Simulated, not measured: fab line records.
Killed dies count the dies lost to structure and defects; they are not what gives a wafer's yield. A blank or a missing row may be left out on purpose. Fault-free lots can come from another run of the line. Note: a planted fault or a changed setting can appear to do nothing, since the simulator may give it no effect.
What tool caused it? ; flow sky130 ; 12 lots with 36 wafers sampled at 2 steps, on a route of 708 steps

WHAT THE GAUGES READ, wafer by wafer
SKY_VIA3_BOW_MEAS_03.
lot;measured;on;VIA3_BOW (um)
L948;day 37 20:58;film_metro-04;91 90 81
L950;day 38 21:45;film_metro-02;74 77 76
L949;day 39 03:35;film_metro-03;85 76 85
L952;day 39 12:06;film_metro-04;82 79 89
L951;day 39 17:43;film_metro-04;71 78 85
L953;day 40 07:53;film_metro-02;89 94 82
L954;day 40 07:41;film_metro-04;82 84 72
L955;day 40 11:07;film_metro-04;87 84 86
L956;day 40 17:11;film_metro-03;79 81 80
L957;day 40 22:41;film_metro-03;84 81 78
L963;day 43 13:40;film_metro-03;71 84 87
L968;day 44 02:06;film_metro-02;84 74 78

TOOL THAT RAN EACH LOT (tool first, then ch and the chambers of the sampled wafers, then the start)
lot;SKY_CONTACT_CLEAN_22
L948;wet_bench-02 ch 2, day 31 01:51
L950;wet_bench-04 ch 3, day 32 06:09
L949;wet_bench-02 ch 1, day 32 12:10
L952;wet_bench-02 ch 3, day 32 19:55
L951;wet_bench-02 ch 0, day 33 01:33
L953;wet_bench-04 ch 1, day 33 11:55
L954;wet_bench-03 ch 1, day 33 15:01
L955;wet_bench-02 ch 3, day 33 19:38
L956;wet_bench-04 ch 3, day 34 02:54
L957;wet_bench-04 ch 3, day 34 08:42
L963;wet_bench-03 ch 2, day 37 00:34
L968;wet_bench-03 ch 3, day 37 15:32
- SKY_CONTACT_CLEAN_22: cleans in O3/DIW.

AS READ BY THE TOOLS THEMSELVES (means over the sampled wafers that have a number; for cases with no such wafer, the mark the record gives instead)
The record holds no such reading with a usual standard deviation.

THE ANSWER, worked out from the rows above alone
Rule: what is usual is taken from the lots themselves. The widest of any qualifying gaps counts: lots, ordered by their means at a reading, are off when they make up no more than a third of the lots, leave a main group of 4 or more, and stand apart from it by 3 or more times the standard deviation of that group's means. A main group whose means are all the same, to the digits that the tables above print for the reading, isn't used. A lot without any number at a reading at which 4 lots or more have one is off too. Any other lot the step has rows for is counted as sound. First the gauges in route order, then the tools' own readings, where a lot's mean is used as printed above. At the first step where some lot is off, the reading lying furthest off is the one used; lots without a number count as furthest.
Across all readings shown, no lot is off: no conclusion can be drawn from this.

WHAT HAD BEEN PUT IN BY THE SIMULATOR
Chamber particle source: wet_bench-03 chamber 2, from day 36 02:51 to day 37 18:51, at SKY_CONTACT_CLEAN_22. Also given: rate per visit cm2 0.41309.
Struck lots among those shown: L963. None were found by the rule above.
